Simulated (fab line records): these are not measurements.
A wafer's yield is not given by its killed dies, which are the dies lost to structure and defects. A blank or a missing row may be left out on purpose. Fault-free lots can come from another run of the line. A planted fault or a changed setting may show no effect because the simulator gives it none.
Which tool did it? || flow sky130 || 13 lots, 39 wafers sampled, at 4 steps of a route of 708

WHAT THE GAUGES READ, wafer by wafer
SKY_LDD_LDN_TW_MEAS_13. Usual: for LDD_LDN_TW the level is 1485 and the standard deviation is 9.5.
{"lot": "L504", "measured": "day 23 19:52", "on": "film metro-03", "LDD_LDN_TW": "1481 1487 1490", "flag": ""}
{"lot": "L506", "measured": "day 24 16:20", "on": "film metro-01", "LDD_LDN_TW": "1489 1490 1488", "flag": ""}
{"lot": "L507", "measured": "day 24 17:50", "on": "film metro-03", "LDD_LDN_TW": "1485 1487 1476", "flag": ""}
{"lot": "L508", "measured": "day 25 00:30", "on": "film metro-01", "LDD_LDN_TW": "1504 1500 1500", "flag": ""}
{"lot": "L509", "measured": "day 25 02:24", "on": "film metro-01", "LDD_LDN_TW": "1494 1501 1502", "flag": ""}
{"lot": "L510", "measured": "day 25 14:36", "on": "film metro-03", "LDD_LDN_TW": "1488 1482 1481", "flag": ""}
{"lot": "L512", "measured": "day 26 08:48", "on": "film metro-04", "LDD_LDN_TW": "1485 1486 1485", "flag": ""}
{"lot": "L513", "measured": "day 26 15:22", "on": "film metro-01", "LDD_LDN_TW": "1506 1506 1509", "flag": ""}
{"lot": "L514", "measured": "day 26 20:10", "on": "film metro-03", "LDD_LDN_TW": "1483 1487 1483", "flag": ""}
{"lot": "L515", "measured": "day 27 03:06", "on": "film metro-04", "LDD_LDN_TW": "1470 1468 1473", "flag": ""}
{"lot": "L516", "measured": "day 27 04:39", "on": "film metro-03", "LDD_LDN_TW": "1483 1481 1486", "flag": ""}
{"lot": "L517", "measured": "day 27 17:30", "on": "film metro-01", "LDD_LDN_TW": "1497 1498 1498", "flag": ""}
{"lot": "L523", "measured": "day 29 17:15", "on": "film metro-03", "LDD_LDN_TW": "1477 1476 1476", "flag": ""}

EACH LOT AND THE TOOL THAT RAN IT (in order: tool; ch and the chambers of the sampled wafers; start)
{"lot": "L504", "SKY_VT_ADJUST_LVTN_STRIP_20": "plasma asher-04 ch 0,1, day 8 13:54", "SKY_POLY_GATE_ETCH_17": "rie si-02 ch 1,3, day 17 06:52", "SKY_POLY_GATE_STRIP_18": "plasma asher-01 ch 0,1, day 17 06:58"}
{"lot": "L506", "SKY_VT_ADJUST_LVTN_STRIP_20": "plasma asher-01 ch 0,1, day 8 23:30", "SKY_POLY_GATE_ETCH_17": "rie si-02 ch 0,3, day 18 02:40", "SKY_POLY_GATE_STRIP_18": "plasma asher-02 ch 0,1, day 18 02:46"}
{"lot": "L507", "SKY_VT_ADJUST_LVTN_STRIP_20": "plasma asher-04 ch 0,1, day 9 03:39", "SKY_POLY_GATE_ETCH_17": "rie si-01 ch 1,2,3, day 18 05:09", "SKY_POLY_GATE_STRIP_18": "plasma asher-03 ch 0,1, day 18 05:13"}
{"lot": "L508", "SKY_VT_ADJUST_LVTN_STRIP_20": "plasma asher-03 ch 0,1, day 9 06:04", "SKY_POLY_GATE_ETCH_17": "rie si-01 ch 1,2,3, day 18 10:01", "SKY_POLY_GATE_STRIP_18": "plasma asher-02 ch 0,1, day 18 10:05"}
{"lot": "L509", "SKY_VT_ADJUST_LVTN_STRIP_20": "plasma asher-01 ch 0, day 9 07:01", "SKY_POLY_GATE_ETCH_17": "rie si-02 ch 0,1,3, day 18 12:10", "SKY_POLY_GATE_STRIP_18": "plasma asher-03 ch 0,1, day 18 12:14"}
{"lot": "L510", "SKY_VT_ADJUST_LVTN_STRIP_20": "plasma asher-03 ch 0,1, day 9 19:39", "SKY_POLY_GATE_ETCH_17": "rie si-02 ch 0,1,3, day 19 02:16", "SKY_POLY_GATE_STRIP_18": "plasma asher-01 ch 0,1, day 19 02:20"}
{"lot": "L512", "SKY_VT_ADJUST_LVTN_STRIP_20": "plasma asher-03 ch 0,1, day 10 07:16", "SKY_POLY_GATE_ETCH_17": "rie si-01 ch 1,2,3, day 19 21:45", "SKY_POLY_GATE_STRIP_18": "plasma asher-02 ch 0,1, day 19 21:49"}
{"lot": "L513", "SKY_VT_ADJUST_LVTN_STRIP_20": "plasma asher-01 ch 0,1, day 10 13:54", "SKY_POLY_GATE_ETCH_17": "rie si-01 ch 2,3, day 20 03:16", "SKY_POLY_GATE_STRIP_18": "plasma asher-03 ch 0, day 20 03:20"}
{"lot": "L514", "SKY_VT_ADJUST_LVTN_STRIP_20": "plasma asher-01 ch 0,1, day 10 17:10", "SKY_POLY_GATE_ETCH_17": "rie si-01 ch 0,3, day 20 08:22", "SKY_POLY_GATE_STRIP_18": "plasma asher-03 ch 0,1, day 20 08:27"}
{"lot": "L515", "SKY_VT_ADJUST_LVTN_STRIP_20": "plasma asher-04 ch 0,1, day 10 23:15", "SKY_POLY_GATE_ETCH_17": "rie si-01 ch 0,1,3, day 20 18:21", "SKY_POLY_GATE_STRIP_18": "plasma asher-02 ch 0,1, day 20 18:25"}
{"lot": "L516", "SKY_VT_ADJUST_LVTN_STRIP_20": "plasma asher-01 ch 1, day 11 02:31", "SKY_POLY_GATE_ETCH_17": "rie si-02 ch 1,3, day 20 20:00", "SKY_POLY_GATE_STRIP_18": "plasma asher-01 ch 1, day 20 20:04"}
{"lot": "L517", "SKY_VT_ADJUST_LVTN_STRIP_20": "plasma asher-04 ch 0,1, day 11 08:18", "SKY_POLY_GATE_ETCH_17": "rie si-01 ch 0,2,3, day 21 07:36", "SKY_POLY_GATE_STRIP_18": "plasma asher-03 ch 0,1, day 21 07:40"}
{"lot": "L523", "SKY_VT_ADJUST_LVTN_STRIP_20": "plasma asher-04 ch 0,1, day 13 03:46", "SKY_POLY_GATE_ETCH_17": "rie si-01 ch 0,3, day 23 11:19", "SKY_POLY_GATE_STRIP_18": "plasma asher-01 ch 0,1, day 23 11:23"}
- SKY_VT_ADJUST_LVTN_STRIP_20: strips in O2/N2.
- SKY_POLY_GATE_ETCH_17: etches poly-Si in HBr/Cl2, stops on SiO2, target depth 180 nm, time 70.5 s.
- SKY_POLY_GATE_STRIP_18: strips in O2/N2.

WHAT THE TOOLS THEMSELVES READ (means of the sampled wafers that have a number; where no wafer has one, the mark that the record gives instead)
SKY_VT_ADJUST_LVTN_STRIP_20. Usual: drypump motor current A 5.8 A, standard deviation 0.47; oes product au 0.716 a.u., standard deviation 0.0041; strip time to endpoint s 14.18 s, standard deviation 0.041.
{"lot": "L504", "tool": "plasma asher-04", "drypump motor current A (A)": 5.9, "oes product au (a.u.)": 0.717, "strip time to endpoint s (s)": 14.17, "flag": ""}
{"lot": "L506", "tool": "plasma asher-01", "drypump motor current A (A)": 5.9, "oes product au (a.u.)": 0.716, "strip time to endpoint s (s)": 14.15, "flag": ""}
{"lot": "L507", "tool": "plasma asher-04", "drypump motor current A (A)": 5.8, "oes product au (a.u.)": 0.714, "strip time to endpoint s (s)": 14.21, "flag": ""}
{"lot": "L508", "tool": "plasma asher-03", "drypump motor current A (A)": 5.4, "oes product au (a.u.)": 0.716, "strip time to endpoint s (s)": 14.18, "flag": ""}
{"lot": "L509", "tool": "plasma asher-01", "drypump motor current A (A)": 6.4, "oes product au (a.u.)": 0.718, "strip time to endpoint s (s)": 14.19, "flag": ""}
{"lot": "L510", "tool": "plasma asher-03", "drypump motor current A (A)": 5.4, "oes product au (a.u.)": 0.720, "strip time to endpoint s (s)": 14.25, "flag": ""}
{"lot": "L512", "tool": "plasma asher-03", "drypump motor current A (A)": 5.4, "oes product au (a.u.)": 0.714, "strip time to endpoint s (s)": 14.23, "flag": ""}
{"lot": "L513", "tool": "plasma asher-01", "drypump motor current A (A)": 5.9, "oes product au (a.u.)": 0.717, "strip time to endpoint s (s)": 14.18, "flag": ""}
{"lot": "L514", "tool": "plasma asher-01", "drypump motor current A (A)": 6.1, "oes product au (a.u.)": 0.717, "strip time to endpoint s (s)": 14.13, "flag": ""}
{"lot": "L515", "tool": "plasma asher-04", "drypump motor current A (A)": 5.9, "oes product au (a.u.)": 0.716, "strip time to endpoint s (s)": 14.23, "flag": ""}
{"lot": "L516", "tool": "plasma asher-01", "drypump motor current A (A)": 5.6, "oes product au (a.u.)": 0.718, "strip time to endpoint s (s)": 14.24, "flag": ""}
{"lot": "L517", "tool": "plasma asher-04", "drypump motor current A (A)": 5.9, "oes product au (a.u.)": 0.718, "strip time to endpoint s (s)": 14.15, "flag": ""}
{"lot": "L523", "tool": "plasma asher-04", "drypump motor current A (A)": 5.8, "oes product au (a.u.)": 0.717, "strip time to endpoint s (s)": 14.23, "flag": ""}

SKY_POLY_GATE_ETCH_17. Usual: drypump motor current A 5.8 A, standard deviation 0.48; oes product au 0.984 a.u., standard deviation 0.007; throttle valve pct 33.686 %, standard deviation 0.0086.
{"lot": "L504", "tool": "rie si-02", "drypump motor current A (A)": 5.5, "oes product au (a.u.)": 0.997, "throttle valve pct (%)": 33.688, "flag": ""}
{"lot": "L506", "tool": "rie si-02", "drypump motor current A (A)": 5.8, "oes product au (a.u.)": 0.988, "throttle valve pct (%)": 33.676, "flag": ""}
{"lot": "L507", "tool": "rie si-01", "drypump motor current A (A)": 6.1, "oes product au (a.u.)": 0.974, "throttle valve pct (%)": 33.695, "flag": ""}
{"lot": "L508", "tool": "rie si-01", "drypump motor current A (A)": 6.1, "oes product au (a.u.)": 0.979, "throttle valve pct (%)": 33.694, "flag": ""}
{"lot": "L509", "tool": "rie si-02", "drypump motor current A (A)": 5.5, "oes product au (a.u.)": 0.985, "throttle valve pct (%)": 33.688, "flag": ""}
{"lot": "L510", "tool": "rie si-02", "drypump motor current A (A)": 5.5, "oes product au (a.u.)": 0.992, "throttle valve pct (%)": 33.692, "flag": ""}
{"lot": "L512", "tool": "rie si-01", "drypump motor current A (A)": 6.1, "oes product au (a.u.)": 0.980, "throttle valve pct (%)": 33.685, "flag": ""}
{"lot": "L513", "tool": "rie si-01", "drypump motor current A (A)": 6.5, "oes product au (a.u.)": 0.975, "throttle valve pct (%)": 33.686, "flag": ""}
{"lot": "L514", "tool": "rie si-01", "drypump motor current A (A)": 5.9, "oes product au (a.u.)": 0.979, "throttle valve pct (%)": 33.678, "flag": ""}
{"lot": "L515", "tool": "rie si-01", "drypump motor current A (A)": 5.8, "oes product au (a.u.)": 0.979, "throttle valve pct (%)": 33.689, "flag": ""}
{"lot": "L516", "tool": "rie si-02", "drypump motor current A (A)": 5.2, "oes product au (a.u.)": 0.996, "throttle valve pct (%)": 33.682, "flag": ""}
{"lot": "L517", "tool": "rie si-01", "drypump motor current A (A)": 6.2, "oes product au (a.u.)": 0.989, "throttle valve pct (%)": 33.691, "flag": ""}
{"lot": "L523", "tool": "rie si-01", "drypump motor current A (A)": 5.9, "oes product au (a.u.)": 0.989, "throttle valve pct (%)": 33.691, "flag": ""}

SKY_POLY_GATE_STRIP_18. Usual: drypump motor current A 5.6 A, standard deviation 0.6; oes product au 0.361 a.u., standard deviation 0.005; strip time to endpoint s 3.16 s, standard deviation 0.049.
{"lot": "L504", "tool": "plasma asher-01", "drypump motor current A (A)": 5.9, "oes product au (a.u.)": 0.359, "strip time to endpoint s (s)": 3.14, "flag": ""}
{"lot": "L506", "tool": "plasma asher-02", "drypump motor current A (A)": 5.1, "oes product au (a.u.)": 0.362, "strip time to endpoint s (s)": 3.19, "flag": ""}
{"lot": "L507", "tool": "plasma asher-03", "drypump motor current A (A)": 5.8, "oes product au (a.u.)": 0.360, "strip time to endpoint s (s)": 3.16, "flag": ""}
{"lot": "L508", "tool": "plasma asher-02", "drypump motor current A (A)": 5.1, "oes product au (a.u.)": 0.355, "strip time to endpoint s (s)": 3.13, "flag": ""}
{"lot": "L509", "tool": "plasma asher-03", "drypump motor current A (A)": 5.4, "oes product au (a.u.)": 0.358, "strip time to endpoint s (s)": 3.15, "flag": ""}
{"lot": "L510", "tool": "plasma asher-01", "drypump motor current A (A)": 6.1, "oes product au (a.u.)": 0.362, "strip time to endpoint s (s)": 3.19, "flag": ""}
{"lot": "L512", "tool": "plasma asher-02", "drypump motor current A (A)": 5.2, "oes product au (a.u.)": 0.358, "strip time to endpoint s (s)": 3.17, "flag": ""}
{"lot": "L513", "tool": "plasma asher-03", "drypump motor current A (A)": 4.9, "oes product au (a.u.)": 0.364, "strip time to endpoint s (s)": 3.20, "flag": ""}
{"lot": "L514", "tool": "plasma asher-03", "drypump motor current A (A)": 5.4, "oes product au (a.u.)": 0.360, "strip time to endpoint s (s)": 3.15, "flag": ""}
{"lot": "L515", "tool": "plasma asher-02", "drypump motor current A (A)": 5.2, "oes product au (a.u.)": 0.361, "strip time to endpoint s (s)": 3.16, "flag": ""}
{"lot": "L516", "tool": "plasma asher-01", "drypump motor current A (A)": 5.6, "oes product au (a.u.)": 0.357, "strip time to endpoint s (s)": 3.11, "flag": ""}
{"lot": "L517", "tool": "plasma asher-03", "drypump motor current A (A)": 5.9, "oes product au (a.u.)": 0.363, "strip time to endpoint s (s)": 3.17, "flag": ""}
{"lot": "L523", "tool": "plasma asher-01", "drypump motor current A (A)": 6.1, "oes product au (a.u.)": 0.366, "strip time to endpoint s (s)": 3.37, "flag": "OFF"}

THE ANSWER, worked out from the rows above alone
Rule: a lot is off if the mean of its wafers that have a number lies more than 3 standard deviations from the usual mean. A lot without any number at a reading at which 4 lots or more have one is off too. All remaining lots with rows at the step are treated as sound. The gauges are gone through in route order, then the tools' own readings, and for those a lot's mean is taken as printed above. The first step at which some lot is off is used, and at that step the reading that is off furthest; a lot without a number counts as furthest.
Off: L523, at SKY_POLY_GATE_STRIP_18 (strip time to endpoint s).
A tool fits if, at that step or a process step before it, it ran every lot that is off, and no sound lot after the first of them. Can't be told from this: 3 tools fit, plasma asher-04 at SKY_VT_ADJUST_LVTN_STRIP_20, rie si-01 at SKY_POLY_GATE_ETCH_17, plasma asher-01 at SKY_POLY_GATE_STRIP_18.

WHAT THE SIMULATOR HAD PUT IN
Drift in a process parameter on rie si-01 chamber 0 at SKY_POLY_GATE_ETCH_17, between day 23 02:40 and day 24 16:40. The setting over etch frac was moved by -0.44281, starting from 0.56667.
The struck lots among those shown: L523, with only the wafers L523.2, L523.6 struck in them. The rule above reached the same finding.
